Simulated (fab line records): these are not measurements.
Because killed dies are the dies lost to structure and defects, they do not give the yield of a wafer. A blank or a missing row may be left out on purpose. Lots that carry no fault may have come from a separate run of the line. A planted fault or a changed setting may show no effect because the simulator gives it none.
8D (eight disciplines) problem report, filled in by code | flow gf180mcu | the parts of the form that need people (team, actions taken, sign-off) are left out

1. PROBLEM STATEMENT
Mean of chamberPressurePa at GF_TOP_METAL_SPUTTER_01: 0.4144 Pa across 6 wafers in 2 lots; on wafers with no fault it is 0.3999 Pa (standard deviation 0.00087). Relative to the usual mean, that is a shift of +17 standard deviations.
The step: material TiN, target thk 30 nm, time 25 s.
First seen on wafer L326.1, day 29 21:22, on pvdSputter-03. The record has a number at this step for 39 wafers belonging to 13 lots. The rule behind "out" and "out of limits": a value lying over 4 standard deviations away from the usual mean. The rest of the wafers with a number are treated as sound.

2. WHAT IT IS, WHAT IT ISN'T
question                    | is                     | is not
which readings at this step | chamberPressurePa      | throttleValvePct
which lots                  | L326, L328             | L318, L320, L321, L322, L324, L325, L331, L336, L338, L339, L341
which wafers of those lots  | all that have a number | -
read on which tools         | pvdSputter-03          | pvdSputter-01, pvdSputter-04
when                        | from day 29 21:22      | up to then (18 sound wafers); but 15 sound wafers of L331, L336, L338, L339, L341 came after

3. WHAT RULES OUT EACH SUSPECT
Counting: a tool at any process step up to the reading remains a suspect when it ran all the lots that are out and ran no sound lot after the first of those.
- pvdSputter-01 at GF_V4_SPUTTER_22 (material TiN, target thk 10 nm, time 40 s): ruled out as a lasting fault. After its first lot that is out, L326 (day 27 06:46), sound lots L331, L336 ran on it.
- pvdSputter-03 at GF_TOP_METAL_SPUTTER_01 (material TiN, target thk 30 nm, time 25 s): ruled out as a lasting fault. After its first lot that is out, L326 (day 29 21:22), sound lots L339 ran on it.
Left after counting: nothing in the record.

4. THE CAUSE (what the simulator had put in)
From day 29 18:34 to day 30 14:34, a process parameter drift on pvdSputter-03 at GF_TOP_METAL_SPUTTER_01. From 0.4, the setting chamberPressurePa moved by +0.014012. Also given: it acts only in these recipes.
Counting ruled it out, wrongly.

5. SEQUENCE OF EFFECTS, ordered by route
Rows list readings where the struck wafers' mean (over those with a number) sits beyond 3 standard deviations from the usual. Only readings for which the record gives a usual standard deviation are gone through. hours: the time from each lot's start at the first step in this table that gives one to its start at this step, as a median over the lots. sigmas: the change in usual standard deviations.
hours | step                    | reading           | usual     | on struck wafers | change  | sigmas
0     | GF_TOP_METAL_SPUTTER_01 | chamberPressurePa | 0.3999 Pa | 0.4144           | +0.0146 | +17
Its process steps:
- GF_TOP_METAL_SPUTTER_01: material TiN, target thk 30 nm, time 25 s.

6. WHAT WOULD HAVE CAUGHT IT SOONER
In this record the first reading out of limits was taken at day 29 21:22, 3 hours after the fault began at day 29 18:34.
